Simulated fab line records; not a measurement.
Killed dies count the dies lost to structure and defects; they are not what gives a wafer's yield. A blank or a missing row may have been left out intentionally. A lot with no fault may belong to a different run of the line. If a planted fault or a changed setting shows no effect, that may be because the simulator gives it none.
Which tool did it?	flow sky130	33 wafers from 11 lots sampled at 5 of the route's 708 steps

== WHAT THE GAUGES SHOWED, per wafer ==
SKY_CAPM_THK_MEAS_04: measures by xrf.
lot	measured	on	CAPM_TIN_THK (nm)
L928	day 36 08:25	film-metro-02	196.4 196.6 197.6
L930	day 37 00:36	film-metro-02	191.5 193.0 192.1
L935	day 38 18:53	film-metro-04	194.4 192.6 194.3
L937	day 39 16:07	film-metro-02	192.9 194.8 195.2
L941	day 40 20:10	film-metro-03	191.2 192.9 192.5
L943	day 41 03:28	film-metro-03	192.6 193.8 192.8
L944	day 41 08:49	film-metro-03	191.5 191.7 191.0
L948	day 42 17:17	film-metro-02	193.2 193.2 192.7
L949	day 42 22:15	film-metro-02	190.1 194.2 193.3
L950	day 43 02:57	film-metro-02	193.4 194.3 193.4
L951	day 43 03:32	film-metro-04	195.3 198.1 195.9

SKY_CAP2M_THK_MEAS_01.
lot	measured	on	CAP2M_CVD_00_THK (nm)
L928	day 39 16:52	film-metro-03	15.62 15.46 16.10
L930	day 40 08:58	film-metro-02	15.18 15.31 15.48
L935	day 42 00:41	film-metro-02	15.54 15.50 15.78
L937	day 42 21:40	film-metro-01	22.24 15.21 22.41
L941	day 43 23:37	film-metro-02	15.55 15.56 15.52
L943	day 44 06:25	film-metro-01	15.67 15.78 15.95
L944	day 44 11:05	film-metro-01	15.07 15.34 15.47
L948	day 45 16:19	film-metro-01	15.53 15.17 15.36
L949	day 45 21:07	film-metro-01	15.51 15.40 15.45
L950	day 46 03:56	film-metro-02	15.26 15.82 15.50
L951	day 46 04:14	film-metro-02	15.48 16.04 15.68

SKY_CAP2M_RS_MEAS_03: uses a four-point probe to measure.
lot	measured	on	CAP2M_TIN_RS (ohm/sq)
L928	day 39 17:03	film-metro-01	6.79 6.88 6.83
L930	day 40 09:08	film-metro-03	6.95 6.99 7.00
L935	day 42 00:52	film-metro-03	6.82 6.77 6.74
L937	day 42 21:50	film-metro-03	6.85 6.82 6.90
L941	day 43 23:48	film-metro-01	6.92 6.94 6.98
L943	day 44 06:35	film-metro-02	6.87 6.91 6.85
L944	day 44 11:18	film-metro-01	6.92 6.97 6.97
L948	day 45 16:31	film-metro-01	6.99 6.95 6.88
L949	day 45 21:17	film-metro-01	6.90 7.03 6.91
L950	day 46 04:06	film-metro-03	6.83 6.88 6.83
L951	day 46 04:24	film-metro-03	6.93 6.95 6.97

== WHICH TOOL RAN EACH LOT (tool, then ch and the chambers of the sampled wafers, then the start) ==
lot	SKY_VIA3_CVD_21	SKY_CAP2M_CVD_00
L928	cvd-w-01 ch 0,1, day 39 16:06	pecvd-03 ch 0,1,2, day 39 16:49
L930	cvd-w-01 ch 0, day 40 08:11	pecvd-02 ch 1,2, day 40 08:56
L935	cvd-w-01 ch 0,1, day 41 23:53	pecvd-02 ch 0,1,2, day 42 00:39
L937	cvd-w-02 ch 0,1, day 42 20:53	pecvd-02 ch 0,1, day 42 21:38
L941	cvd-w-01 ch 0,1, day 43 22:50	pecvd-01 ch 0,1, day 43 23:35
L943	cvd-w-01 ch 1, day 44 05:31	pecvd-03 ch 0,2, day 44 06:23
L944	cvd-w-01 ch 0,1, day 44 10:18	pecvd-01 ch 0,1, day 44 11:03
L948	cvd-w-02 ch 0,1, day 45 15:14	pecvd-01 ch 0,1,2, day 45 16:16
L949	cvd-w-01 ch 0,1, day 45 20:20	pecvd-02 ch 0,1, day 45 21:05
L950	cvd-w-01 ch 0,1, day 46 00:43	pecvd-02 ch 0,1, day 46 03:55
L951	cvd-w-02 ch 0,1, day 46 00:43	pecvd-03 ch 0,1, day 46 04:13
- SKY_VIA3_CVD_21: deposits W, target thk 390 nm, time 117.31 s.
- SKY_CAP2M_CVD_00: deposits SiO2, target thk 15.5 nm.

== WHAT THE TOOLS THEMSELVES READ (means of the sampled wafers that have a number; where no wafer has one, the mark that the record gives instead) ==
SKY_VIA3_CVD_21.
lot	tool	heater-power-w (W)	susceptor-temp-C (C)
L928	cvd-w-01	845	399.95
L930	cvd-w-01	859	400.02
L935	cvd-w-01	843	400.01
L937	cvd-w-02	795	399.99
L941	cvd-w-01	830	400.02
L943	cvd-w-01	828	399.96
L944	cvd-w-01	842	400.02
L948	cvd-w-02	800	400.18
L949	cvd-w-01	851	399.98
L950	cvd-w-01	842	399.68
L951	cvd-w-02	802	400.06

SKY_CAP2M_CVD_00.
lot	tool	heater-power-w (W)	susceptor-temp-C (C)
L928	pecvd-03	661	400.15
L930	pecvd-02	802	400.17
L935	pecvd-02	826	400.22
L937	pecvd-02	853	400.18
L941	pecvd-01	643	399.82
L943	pecvd-03	562	399.82
L944	pecvd-01	710	399.95
L948	pecvd-01	721	400.08
L949	pecvd-02	773	400.09
L950	pecvd-02	873	400.23
L951	pecvd-03	714	399.91

== THE ANSWER, worked out from the rows above alone ==
Rule: the lots themselves supply what counts as usual. The widest of any qualifying gaps counts: lots, ordered by their means at a reading, are off when they make up no more than a third of the lots, leave a main group of 4 or more, and stand apart from it by 3 or more times the standard deviation of that group's means. A main group whose means are all the same, to the digits that the tables above print for the reading, isn't used. A lot without any number at a reading at which 4 lots or more have one is off too. Where the step has rows for the other lots, those lots are counted as sound. The gauges are gone through in route order, then the tools' own readings, and for those a lot's mean is taken as printed above. The first step at which some lot is off is used, and at that step the reading that is off furthest; a lot without a number counts as furthest.
Off: L937, seen at SKY_CAP2M_THK_MEAS_01 (CAP2M_CVD_00_THK). The main group: mean 15.54 nm, standard deviation 0.17.
A tool fits if, at a process step before that reading, it ran every lot that is off, and no sound lot after the first of them. Those tools and the gauges at SKY_CAP2M_THK_MEAS_01 are tried in the same way. None of those tried fits.

== WHAT THE SIMULATOR HAD PUT IN ==
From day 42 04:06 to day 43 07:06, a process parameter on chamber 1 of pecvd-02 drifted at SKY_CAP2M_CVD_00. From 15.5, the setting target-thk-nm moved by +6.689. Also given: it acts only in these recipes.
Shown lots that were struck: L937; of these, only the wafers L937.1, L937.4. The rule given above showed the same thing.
